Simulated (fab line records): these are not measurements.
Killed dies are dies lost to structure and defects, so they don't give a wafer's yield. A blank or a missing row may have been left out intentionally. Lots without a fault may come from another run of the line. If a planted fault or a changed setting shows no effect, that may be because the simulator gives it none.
Check of tool commonality || flow gf180mcu || 13 lots, 39 wafers sampled

THE REASON FOR OPENING IT
Flagged at GF_M2_CD_MEAS_14: reading cd-nm, on 2 of 13 lots. No-fault wafers: 279.8 nm, standard deviation 1.3.
Rule: flag the lot when none of its wafers has a number, or when each of its wafers that has one lies beyond 4 standard deviations from that mean. As for the other lots, they are considered sound.

{"lot": "L901", "measured": "day 19 10:47", "on": "cd-sem-02", "cd-nm (nm), wafer by wafer": "278.7 279.7 281.4", "flag": ""}
{"lot": "L902", "measured": "day 19 16:55", "on": "cd-sem-01", "cd-nm (nm), wafer by wafer": "277.9 279.9 279.3", "flag": ""}
{"lot": "L903", "measured": "day 20 11:57", "on": "cd-sem-02", "cd-nm (nm), wafer by wafer": "278.2 278.2 278.8", "flag": ""}
{"lot": "L904", "measured": "day 20 18:38", "on": "cd-sem-02", "cd-nm (nm), wafer by wafer": "279.1 279.2 278.0", "flag": ""}
{"lot": "L906", "measured": "day 21 13:04", "on": "cd-sem-01", "cd-nm (nm), wafer by wafer": "280.0 279.5 279.5", "flag": ""}
{"lot": "L913", "measured": "day 23 23:31", "on": "cd-sem-01", "cd-nm (nm), wafer by wafer": "278.1 277.1 279.6", "flag": ""}
{"lot": "L914", "measured": "day 24 05:34", "on": "cd-sem-02", "cd-nm (nm), wafer by wafer": "273.8 274.2 272.5", "flag": "FLAGGED"}
{"lot": "L915", "measured": "day 24 19:20", "on": "cd-sem-02", "cd-nm (nm), wafer by wafer": "273.8 273.8 274.5", "flag": "FLAGGED"}
{"lot": "L916", "measured": "day 24 21:21", "on": "cd-sem-02", "cd-nm (nm), wafer by wafer": "281.7 281.7 281.3", "flag": ""}
{"lot": "L917", "measured": "day 25 03:21", "on": "cd-sem-01", "cd-nm (nm), wafer by wafer": "278.1 278.5 278.0", "flag": ""}
{"lot": "L918", "measured": "day 25 12:10", "on": "cd-sem-01", "cd-nm (nm), wafer by wafer": "281.7 281.6 283.1", "flag": ""}
{"lot": "L919", "measured": "day 25 21:44", "on": "cd-sem-02", "cd-nm (nm), wafer by wafer": "278.7 280.1 279.0", "flag": ""}
{"lot": "L921", "measured": "day 26 11:25", "on": "cd-sem-02", "cd-nm (nm), wafer by wafer": "279.5 279.9 279.1", "flag": ""}
Average over the flagged lots: 273.8 nm; offset from the usual -6.0 nm, equal to -5 standard deviations.

LOT BY LOT: THE TOOL USED
The record holds 1 process step before the reading, out of a route of 602 steps. Cell contents, in order: the tool; ch with the chambers the sampled wafers went through; the start.
{"lot": "L901", "flag": "", "GF_M2_PEB_12": "litho-track-03 ch 0, day 19 10:26"}
{"lot": "L902", "flag": "", "GF_M2_PEB_12": "litho-track-02 ch 0, day 19 16:34"}
{"lot": "L903", "flag": "", "GF_M2_PEB_12": "litho-track-01 ch 0, day 20 11:36"}
{"lot": "L904", "flag": "", "GF_M2_PEB_12": "litho-track-02 ch 0, day 20 18:18"}
{"lot": "L906", "flag": "", "GF_M2_PEB_12": "litho-track-03 ch 0, day 21 12:43"}
{"lot": "L913", "flag": "", "GF_M2_PEB_12": "litho-track-01 ch 0, day 23 23:11"}
{"lot": "L914", "flag": "FLAGGED", "GF_M2_PEB_12": "litho-track-03 ch 0, day 24 05:13"}
{"lot": "L915", "flag": "FLAGGED", "GF_M2_PEB_12": "litho-track-03 ch 0, day 24 19:01"}
{"lot": "L916", "flag": "", "GF_M2_PEB_12": "litho-track-01 ch 0, day 24 21:00"}
{"lot": "L917", "flag": "", "GF_M2_PEB_12": "litho-track-01 ch 0, day 25 03:00"}
{"lot": "L918", "flag": "", "GF_M2_PEB_12": "litho-track-02 ch 0, day 25 11:49"}
{"lot": "L919", "flag": "", "GF_M2_PEB_12": "litho-track-01 ch 0, day 25 21:25"}
{"lot": "L921", "flag": "", "GF_M2_PEB_12": "litho-track-01 ch 0, day 26 11:05"}
What the steps here do:
- GF_M2_PEB_12: peb time 90 s.
- GF_M2_CD_MEAS_14: target cd 280 nm.

FLAGGED AGAINST TOTAL, ONE TOOL AT A TIME (gauges that did the reading follow at the end)
{"step": "GF_M2_PEB_12", "tool": "litho-track-01", "lots run": 6, "flagged": 0, "share of the flagged lots": "none", "sound lots run after its first flagged lot": "-"}
{"step": "GF_M2_PEB_12", "tool": "litho-track-02", "lots run": 3, "flagged": 0, "share of the flagged lots": "none", "sound lots run after its first flagged lot": "-"}
{"step": "GF_M2_PEB_12", "tool": "litho-track-03", "lots run": 4, "flagged": 2, "share of the flagged lots": "all", "sound lots run after its first flagged lot": 0}
{"step": "GF_M2_CD_MEAS_14", "tool": "cd-sem-01", "lots run": 5, "flagged": 0, "share of the flagged lots": "none", "sound lots run after its first flagged lot": "-"}
{"step": "GF_M2_CD_MEAS_14", "tool": "cd-sem-02", "lots run": 8, "flagged": 2, "share of the flagged lots": "all", "sound lots run after its first flagged lot": "3 (L916,L919,L921)"}

THE TABLE: WHAT IT ALLOWS
Table rows that saw every flagged lot: 2, namely litho-track-03 at GF_M2_PEB_12 and cd-sem-02 at GF_M2_CD_MEAS_14.
- litho-track-03 at GF_M2_PEB_12: 2 of its 4 lots flagged. Last sound lot L906 at day 21 12:43, first flagged lot L914 at day 24 05:13; a fault beginning in between fits.
- cd-sem-02 at GF_M2_CD_MEAS_14: 2 of its 8 lots flagged. Sound lots ran on it after the first flagged one (L916, L919, L921), which a lasting fault on the whole tool wouldn't allow.
Left over: one tool, litho-track-03 at GF_M2_PEB_12.

WHAT THE SIMULATOR PUT IN
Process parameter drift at GF_M2_PEB_12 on litho-track-03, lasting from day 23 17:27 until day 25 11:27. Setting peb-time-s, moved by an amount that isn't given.
Struck lots among those shown: L914, L915. The rule above reached the same finding.
